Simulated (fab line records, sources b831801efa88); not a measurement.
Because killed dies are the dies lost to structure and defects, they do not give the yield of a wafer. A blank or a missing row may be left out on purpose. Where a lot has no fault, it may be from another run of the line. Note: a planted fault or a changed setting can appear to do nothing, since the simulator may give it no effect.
8D (eight disciplines) problem report, filled in by code :: flow sky130 :: the parts of the form that need people (team, actions taken, sign-off) are left out

## 1. WHAT IS WRONG
VT_ADJUST_NCORE_TW at SKY_VT_ADJUST_NCORE_TW_MEAS_11 reads a mean of 30.2 on 3 wafers of 1 lot; wafers without a fault read 220.4 with a standard deviation of 1.6. That is -99 or more standard deviations from the usual mean.
First observed at day 9 23:26: wafer L688.3, on film-metro-01. At this step, 39 wafers from 13 lots have a number in the record. Rule for "out" (also "out of limits"): further than 4 standard deviations from the usual mean. The rest of the wafers with a number are treated as sound.

## 2. WHAT IT IS; WHAT IT IS NOT
question: which readings at this step
is: VT_ADJUST_NCORE_TW
is not: -

question: which lots
is: L688
is not: L684, L685, L687, L697, L699, L700, L702, L703, L704, L705, L706, L707

question: which wafers of those lots
is: all that have a number
is not: -

question: read on which gauges
is: film-metro-01
is not: film-metro-03, film-metro-04

question: when
is: from day 9 23:26
is not: up to then (9 sound wafers); but 27 sound wafers of L697, L699, L700, L702, L703, L704, L705, L706, L707 came after

## 3. WHAT RULES OUT EACH SUSPECT
Counting: a tool at a process step up to the reading stays a suspect if it ran every lot that is out and no sound lot after the first of them.
- ruled out: the gauge at SKY_VT_ADJUST_NCORE_TW_MEAS_11. All the wafers that are out were read on film-metro-01, but those of them that SKY_VT_ADJUST_LVTN_STRIP_20 has rows for are out there too, on other tools.
- plasma-asher-01 at SKY_VT_ADJUST_HVTP_STRIP_10 (strips in O2/N2): ruled out as a lasting fault. The sound lots L699, L700, L705, L707 went through it after L688, its earliest lot that is out (day 7 06:37).
- plasma-asher-02 at SKY_VT_ADJUST_LVTN_STRIP_20 (strips in O2/N2): ruled out as a lasting fault. The sound lots L704 went through it after L688, its earliest lot that is out (day 9 00:35).
- plasma-asher-04 at SKY_VT_ADJUST_NCORE_STRIP_10 (strips in O2/N2): ruled out as a lasting fault. The sound lots L700, L706, L707 went through it after L688, its earliest lot that is out (day 9 23:21).
Left after counting: nothing in the record.

## 4. THE CAUSE (what the simulator had put in)
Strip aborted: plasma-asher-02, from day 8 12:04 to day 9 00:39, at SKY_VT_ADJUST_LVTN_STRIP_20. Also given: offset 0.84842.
The count ruled it out by mistake, since the rule takes a fault to strike every lot its tool runs from the start of the fault on, and this one did not do so.

## 5. THE CHAIN OF EFFECTS, in route order
One row per reading whose mean, taken over the struck wafers that have a number, lies over 3 standard deviations from the usual. Scope: only readings with a usual standard deviation given in the record; hours: median across lots of the time from each lot's start at the first step in this table that gives one to its start at this step; sigmas: change in usual standard deviations.
hours: 0
step: SKY_VT_ADJUST_LVTN_STRIP_20
reading: oes-product-au
usual: 0.716 a.u.
on struck wafers: 0.917
change: +0.201
sigmas: +48

hours: 23
step: SKY_VT_ADJUST_NCORE_STRIP_10
reading: strip-time-to-endpoint-s
usual: 14.18 s
on struck wafers: 24.74
change: +10.56
sigmas: +99 or more

hours: 23
step: SKY_VT_ADJUST_NCORE_TW_MEAS_11
reading: VT_ADJUST_NCORE_TW
usual: 220.4
on struck wafers: 30.2
change: -190.2
sigmas: -99 or more
Process steps it contains:
- SKY_VT_ADJUST_LVTN_STRIP_20: strips in O2/N2.
- SKY_VT_ADJUST_NCORE_STRIP_10: strips in O2/N2.
Readings that are blank on the struck wafers while sound wafers have them: strip-time-to-endpoint-s at SKY_VT_ADJUST_LVTN_STRIP_20.

## 6. HOW IT WOULD HAVE BEEN CAUGHT EARLIER
The first out-of-limits reading at a measuring or inspecting step in this record came at day 9 23:26, 35 hours after the fault's start at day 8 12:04.
Tool's own readings at SKY_VT_ADJUST_LVTN_STRIP_20, oes-product-au: out on all struck wafers the step has rows for; an alarm limit on them would have tripped on the first.
